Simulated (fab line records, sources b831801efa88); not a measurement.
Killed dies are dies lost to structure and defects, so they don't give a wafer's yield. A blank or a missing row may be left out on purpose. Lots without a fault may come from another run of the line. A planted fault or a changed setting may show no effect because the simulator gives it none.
fab line records | flow gf180mcu
record lots=10 wafers=30 last_day=34
route steps=602 shown M4@459 MIM@506 V5@542 TOP_METAL@569
lots that met no fault: from a run of the same line without faults
start_h: hours from the record's first day to the start of the lot's first wafer shown | wait_h: hours since the lot's step before | " the same as in the row above | L1.1+2: a row that stands for several wafers | - no value, or no start given | * or withheld: withheld | < > ~ a bound
route shown NAME@n: a module of which the file shows steps, and the number in the route of the first | usual: mean/standard deviation of fault-free wafers | same: alike in all rows | chamber/n: place in a boat | sites: the reading at each site | _std_site: their standard deviation | _edge_site: outer sites' mean less inner sites' | radius_mm: how far each site lies from the wafer's centre | mask NAME#n: copy n | behind: the tool/chamber that last shaped the wafer | hold: why the lot was held/for how many hours/how that ended | device: the transistor (n, p or np) that didn't switch | end of line: the same wafers' tests at the end of the route | a step without rows: its recipe alone | killed: dies lost to structure and defects at the first sort, not the wafer's yield | map: a wafer's dies, x killed, . not, _ none there
set.NAME: the setting as run; set.NAME@STEP: as run at that earlier step | model.NAME: the simulator's own value behind a step, which no gauge read
steps of the route over a sample of lots; a table a step, a row a wafer
services: from which hour (start_h, from the record's first day; less than 0 if before it) a tool's chamber was out of use, for how many hours, and why
## steps
# step GF_M4_SPUTTER_03
# recipe material=Ti target_thk_nm=10 substrate_temp_c=300 chamber_pressure_pa=0.3 power_w=3000 time_s=6.7
# usual chamber_pressure_pa=0.3001/0.00061 throttle_valve_pct=30.1/0.98
# columns lot.wafer tool chamber start_h wait_h chamber_pressure_pa throttle_valve_pct
L495.1 pvd_sputter-01 - 511.12 0.0 0.3015 30.6
L495.3 " - " " 0.3001 29.1
L495.4 " - " " 0.3002 28.9
L501.3 pvd_sputter-02 - 569.72 0.0 0.3003 30.1
L501.5 " - " " 0.2991 31.3
L501.6 " - " " 0.3005 28.8
L502.4 pvd_sputter-02 - 579.51 0.0 0.3010 30.3
L502.5 " - " " 0.3002 31.1
L502.6 " - " " 0.2997 30.9
L503.1 pvd_sputter-02 - 584.24 0.0 0.2999 31.2
L503.2 " - " " 0.2995 31.0
L503.4 " - " " 0.3003 31.1
L504.1 pvd_sputter-01 - 599.35 0.0 0.2996 30.7
L504.3 " - " " 0.3001 29.4
L504.6 " - " " 0.3000 28.9
L505.1 pvd_sputter-01 - 600.92 0.0 0.3011 28.9
L505.5 " - " " 0.3007 29.4
L505.6 " - " " 0.3007 28.4
L506.3 pvd_sputter-01 - 603.95 0.0 0.3002 30.4
L506.5 " - " " 0.2999 29.4
L506.6 " - " " 0.3000 28.7
L507.1 pvd_sputter-01 - 614.15 0.0 0.2998 29.1
L507.2 " - " " 0.2991 30.3
L507.6 " - " " 0.3000 28.6
L515.4 pvd_sputter-04 - 672.00 0.0 0.3004 31.3
L515.5 " - " " 0.3005 28.7
L515.6 " - " " 0.3007 31.2
L518.1 pvd_sputter-02 - 688.00 0.0 0.3002 31.1
L518.3 " - " " 0.3005 30.0
L518.5 " - " " 0.2998 30.9
# step GF_MIM_SPUTTER_03
# recipe material=Ti target_thk_nm=10 substrate_temp_c=300 chamber_pressure_pa=0.3 power_w=3000 time_s=6.7
# usual chamber_pressure_pa=0.3001/0.00061 throttle_valve_pct=30.1/1.1
# columns lot.wafer tool chamber start_h wait_h chamber_pressure_pa throttle_valve_pct
L495.1 pvd_sputter-04 - 559.99 0.0 0.2999 29.0
L495.3 " - " " 0.2996 31.3
L495.4 " - " " 0.3001 30.4
L501.3 pvd_sputter-03 - 615.43 0.0 0.3005 30.0
L501.5 " - " " 0.2994 30.1
L501.6 " - " " 0.3017 32.7
L502.4 pvd_sputter-04 - 624.13 0.0 0.3003 28.7
L502.5 " - " " 0.2998 30.3
L502.6 " - " " 0.2993 30.9
L503.1 pvd_sputter-04 - 629.13 0.0 0.3006 30.6
L503.2 " - " " 0.2985 31.4
L503.4 " - " " 0.3001 28.9
L504.1 pvd_sputter-04 - 642.97 0.0 0.3002 28.7
L504.3 " - " " 0.2994 30.2
L504.6 " - " " 0.2999 28.9
L505.1 pvd_sputter-01 - 645.44 0.0 0.3012 30.5
L505.5 " - " " 0.2990 29.3
L505.6 " - " " 0.3009 30.3
L506.3 pvd_sputter-01 - 648.39 0.0 0.2995 30.4
L506.5 " - " " 0.2996 30.4
L506.6 " - " " 0.2998 29.1
L507.1 pvd_sputter-01 - 657.74 0.0 0.3000 30.4
L507.2 " - " " 0.3011 29.3
L507.6 " - " " 0.3007 29.1
L515.4 pvd_sputter-04 - 712.36 0.0 0.3002 28.8
L515.5 " - " " 0.2999 30.6
L515.6 " - " " 0.2995 31.3
L518.1 pvd_sputter-03 - 728.04 0.0 0.2991 30.4
L518.3 " - " " 0.3005 30.2
L518.5 " - " " 0.3005 32.8
# step GF_V5_CVD_02
# recipe material=SiO2 target_thk_nm=1450 precursor=TEOS temp_c=400 time_s=163.28 rf_w=600
# usual heater_power_w=657/100 rf_fwd_power_W=597.4/1.9
# columns lot.wafer tool chamber start_h wait_h heater_power_w rf_fwd_power_W
L495.1 pecvd-04 0 605.54 0.1 648 600.0
L495.3 " 2 " " 687 599.4
L495.4 " 0 " " 545 598.7
L501.3 pecvd-02 1 656.94 0.0 736 596.4
L501.5 " 0 " " 456 599.7
L501.6 " 2 " " 468 599.6
L502.4 pecvd-03 0 665.50 0.1 759 597.8
L502.5 " 1 " " 713 598.2
L502.6 " 2 " " 689 597.2
L503.1 pecvd-03 2 669.58 0.1 680 593.9
L503.2 " 1 " " 663 598.6
L503.4 " 2 " " 826 597.3
L504.1 pecvd-04 1 683.23 0.1 670 597.5
L504.3 " 2 " " 757 596.7
L504.6 " 1 " " 642 598.8
L505.1 pecvd-02 1 685.82 0.1 670 596.2
L505.5 " 0 " " 462 599.1
L505.6 " 1 " " 743 599.7
L506.3 pecvd-02 2 689.15 0.0 489 596.1
L506.5 " 0 " " 580 599.6
L506.6 " 2 " " 392 594.9
L507.1 pecvd-04 0 697.44 0.1 620 597.6
L507.2 " 2 " " 747 595.8
L507.6 " 0 " " 675 598.2
L515.4 pecvd-04 0 749.04 0.1 686 596.5
L515.5 " 2 " " 719 599.5
L515.6 " 0 " " 566 597.0
L518.1 pecvd-03 2 763.68 0.1 811 598.6
L518.3 " 1 " " 702 597.5
L518.5 " 0 " " 648 599.2
# step GF_TOP_METAL_SPUTTER_02
# recipe material=AlCu target_thk_nm=900 power_w=10600 chamber_pressure_pa=0.3 substrate_temp_c=250 gas=Ar time_s=47.82
# usual chamber_pressure_pa=0.2999/0.00056 throttle_valve_pct=29.9/0.96
# columns lot.wafer tool chamber start_h wait_h chamber_pressure_pa throttle_valve_pct
L495.1 pvd_sputter-01 - 627.44 0.0 0.2993 30.4
L495.3 " - " " 0.2993 28.5
L495.4 " - " " 0.3002 29.5
L501.3 pvd_sputter-04 - 677.90 0.0 0.2987 29.3
L501.5 " - " " 0.2991 28.9
L501.6 " - " " 0.3010 31.2
L502.4 pvd_sputter-01 - 686.70 0.0 0.3008 28.6
L502.5 " - " " 0.3000 28.6
L502.6 " - " " 0.3005 30.6
L503.1 pvd_sputter-02 - 690.86 0.0 0.3001 30.4
L503.2 " - " " 0.3002 28.8
L503.4 " - " " 0.3000 31.2
L504.1 pvd_sputter-02 - 703.86 0.0 0.3004 31.2
L504.3 " - " " 0.2993 31.1
L504.6 " - " " 0.3004 30.1
L505.1 pvd_sputter-02 - 706.50 0.0 0.2992 31.3
L505.5 " - " " 0.3010 28.9
L505.6 " - " " 0.2993 30.3
L506.3 pvd_sputter-01 - 709.28 0.0 0.3004 28.2
L506.5 " - " " 0.2998 28.6
L506.6 " - " " 0.2998 29.5
L507.1 pvd_sputter-02 - 717.54 0.0 0.3004 31.1
L507.2 " - " " 0.2994 31.3
L507.6 " - " " 0.3001 30.9
L515.4 pvd_sputter-01 - 767.55 0.0 0.3002 29.1
L515.5 " - " " 0.2996 28.4
L515.6 " - " " 0.3011 30.3
L518.1 pvd_sputter-04 - 782.08 0.0 0.2995 30.6
L518.3 " - " " 0.3001 31.0
L518.5 " - " " 0.3003 28.7
# step GF_TOP_METAL_RS_MEAS_05
# recipe thk_meas_gauge=four-point-probe reads=TiN_of_TOP_METAL_SPUTTER_04+Ti_of_TOP_METAL_SPUTTER_03+AlCu_of_TOP_METAL_SPUTTER_02+TiN_of_TOP_METAL_SPUTTER_01+Ti_of_TOP_METAL_SPUTTER_00
# usual TOP_METAL_ALCU_RS=0.0326/0.00035
# columns lot.wafer tool chamber start_h wait_h TOP_METAL_ALCU_RS[ohm/sq]
L495.1 film_metro-04 - 627.53 0.0 0.0329
L495.3 " - " " 0.0323
L495.4 " - " " 0.0326
L501.3 film_metro-04 - 678.03 0.1 0.0328
L501.5 " - " " 0.0328
L501.6 " - " " 0.0326
L502.4 film_metro-01 - 686.85 0.1 0.0325
L502.5 " - " " 0.0324
L502.6 " - " " 0.0330
L503.1 film_metro-01 - 690.95 0.0 0.0331
L503.2 " - " " 0.0330
L503.4 " - " " 0.0329
L504.1 film_metro-04 - 703.95 0.0 0.0319
L504.3 " - " " 0.0325
L504.6 " - " " 0.0327
L505.1 film_metro-04 - 706.59 0.0 0.0316
L505.5 " - " " 0.0313
L505.6 " - " " 0.0314
L506.3 film_metro-04 - 709.41 0.1 0.0325
L506.5 " - " " 0.0326
L506.6 " - " " 0.0327
L507.1 film_metro-01 - 717.63 0.0 0.0310
L507.2 " - " " 0.0313
L507.6 " - " " 0.0313
L515.4 film_metro-04 - 767.70 0.1 0.0325
L515.5 " - " " 0.0326
L515.6 " - " " 0.0326
L518.1 film_metro-04 - 782.17 0.0 0.0329
L518.3 " - " " 0.0324
L518.5 " - " " 0.0330
# step GF_TOP_METAL_THK_MEAS_06
# recipe thk_meas_gauge=xrf reads=AlCu_of_TOP_METAL_SPUTTER_02
# usual TOP_METAL_ALCU_THK=901/9.7
# columns lot.wafer tool chamber start_h wait_h TOP_METAL_ALCU_THK[nm]
L495.1 film_metro-04 - 627.65 0.1 894
L495.3 " - " " 911
L495.4 " - " " 902
L501.3 film_metro-04 - 678.13 0.1 891
L501.5 " - " " 892
L501.6 " - " " 901
L502.4 film_metro-01 - 686.94 0.1 907
L502.5 " - " " 914
L502.6 " - " " 894
L503.1 film_metro-01 - 691.07 0.1 891
L503.2 " - " " 890
L503.4 " - " " 898
L504.1 film_metro-04 - 704.07 0.1 923
L504.3 " - " " 903
L504.6 " - " " 898
L505.1 film_metro-04 - 706.71 0.1 936
L505.5 " - " " 939
L505.6 " - " " 938
L506.3 film_metro-04 - 709.51 0.1 903
L506.5 " - " " 903
L506.6 " - " " 900
L507.1 film_metro-01 - 717.75 0.1 948
L507.2 " - " " 938
L507.6 " - " " 937
L515.4 film_metro-04 - 767.79 0.1 903
L515.5 " - " " 901
L515.6 " - " " 901
L518.1 film_metro-04 - 782.29 0.1 891
L518.3 " - " " 902
L518.5 " - " " 889
# step GF_TOP_METAL_METAL_ETCH_16
# recipe chemistry=Cl2/BCl3 mask_material=NOVOLAK target_depth_nm=1077.5 stop_on=SiO2 pressure_mtorr=8 icp_w=800 bias_w=140 Cl2_flow_sccm=80 bcl3_flow_sccm=40 time_s=179.6
# usual drypump_motor_current_A=5.7/0.45 oes_product_au=0.968/0.0063 rf_fwd_power_W=796.6/2.3 throttle_valve_pct=28.255/0.011
# columns lot.wafer tool chamber start_h wait_h drypump_motor_current_A oes_product_au rf_fwd_power_W rf_hours_counter_h throttle_valve_pct
L495.1 rie_metal-04 1 648.42 0.0 5.0 0.967 794.5 2 28.255
L495.3 " 1 " " 5.0 0.969 794.9 - 28.239
L495.4 " 0 " " 5.6 0.969 795.3 - 28.262
L501.3 rie_metal-04 0 698.02 0.1 5.6 0.964 793.8 - 28.250
L501.5 " 0 " " 5.6 0.970 796.9 - 28.233
L501.6 " 1 " " 5.0 0.963 796.7 - 28.262
L502.4 rie_metal-03 1 705.92 0.1 5.9 0.969 795.9 - 28.250
L502.5 " 0 " " 5.3 0.962 799.0 - 28.253
L502.6 " 1 " " 5.9 0.970 801.1 - 28.256
L503.1 rie_metal-04 1 709.35 0.0 5.1 0.956 796.0 4 28.246
L503.2 " 0 " " 5.6 0.973 795.7 8 28.270
L503.4 " 1 " " 5.1 0.966 796.6 - 28.281
L504.1 rie_metal-03 0 722.31 0.0 5.3 0.983 797.8 12 28.231
L504.3 " 0 " " 5.3 0.970 796.9 - 28.261
L504.6 " 1 " " 5.9 0.963 793.8 - 28.250
L505.1 rie_metal-04 1 724.01 0.0 5.0 0.987 800.2 5 28.233
L505.5 " 1 " " 5.0 0.987 797.9 - 28.230
L505.6 " 0 " " 5.6 0.986 797.3 - 28.255
L506.3 rie_metal-03 1 727.53 0.1 5.9 0.973 800.1 - 28.243
L506.5 " 0 " " 5.3 0.969 798.7 - 28.258
L506.6 " 1 " " 5.9 0.967 794.0 - 28.254
L507.1 rie_metal-03 0 735.12 0.0 5.3 0.996 798.2 13 28.226
L507.2 " 1 " " 5.9 0.985 796.6 13 28.235
L507.6 " 1 " " 5.9 0.980 793.4 - 28.242
L515.4 rie_metal-04 1 784.18 0.1 5.0 0.968 798.8 - 28.260
L515.5 " 1 " " 5.0 0.972 794.6 - 28.248
L515.6 " 0 " " 5.6 0.962 797.6 - 28.244
L518.1 rie_metal-03 1 797.46 0.0 5.9 0.966 798.6 16 28.261
L518.3 " 0 " " 5.3 0.974 799.4 - 28.274
L518.5 " 0 " " 5.3 0.960 798.7 - 28.253
## services
# columns tool chamber start_h hours kind
pecvd-04 2 521.88 2.1 repair
pvd_sputter-01 - 552.55 1.5 repair
pecvd-03 - 558.33 2.8 pm
pecvd-04 - 578.54 6.0 pm
pecvd-04 - 591.12 14.0 pm
rie_metal-04 - 594.44 0.9 repair
pvd_sputter-01 - 607.61 1.4 repair
pvd_sputter-04 - 609.45 2.5 repair
pecvd-02 - 617.19 5.5 pm
pecvd-02 - 625.42 1.6 repair
pvd_sputter-03 - 632.72 5.4 repair
pecvd-02 2 633.31 3.6 repair
pvd_sputter-01 3 644.09 - consumable_replace:kit
pvd_sputter-01 3 644.09 18.0 scheduled_down
pecvd-04 0 682.35 12.8 repair
pecvd-02 0 691.10 3.5 repair
pecvd-03 - 704.73 1.8 repair
pecvd-02 - 734.48 0.7 repair
pecvd-02 - 738.31 0.3 repair
pecvd-04 1 746.25 15.2 repair
rie_metal-03 0 771.98 5.0 repair
pecvd-03 2 776.83 2.9 repair
pvd_sputter-04 - 784.00 2.1 repair
rie_metal-04 0 795.35 8.6 repair
## key
first_sign step=GF_TOP_METAL_RS_MEAS_05 reading=TOP_METAL_ALCU_RS direction=down sigmas=3.8 usual=0.0326 struck=0.0313
effect step=GF_TOP_METAL_THK_MEAS_06 reading=TOP_METAL_ALCU_THK direction=up sigmas=3.9 usual=901 struck=939
effect step=GF_TOP_METAL_METAL_ETCH_16 reading=oes_product_au direction=up sigmas=3.1 usual=0.968 struck=0.987
met_at GF_TOP_METAL_SPUTTER_02
struck_lots L505,L507
not_acting_at GF_M4_SPUTTER_03,GF_MIM_SPUTTER_03,GF_V5_CVD_02
onset_between 703.86 706.50
fault kind=process_parameter_drift tool=pvd_sputter-02 chamber=- onset_h=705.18 steps=GF_TOP_METAL_SPUTTER_02 channel=time_s offset=* shape=step end_h=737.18 acts_in=* stated=*
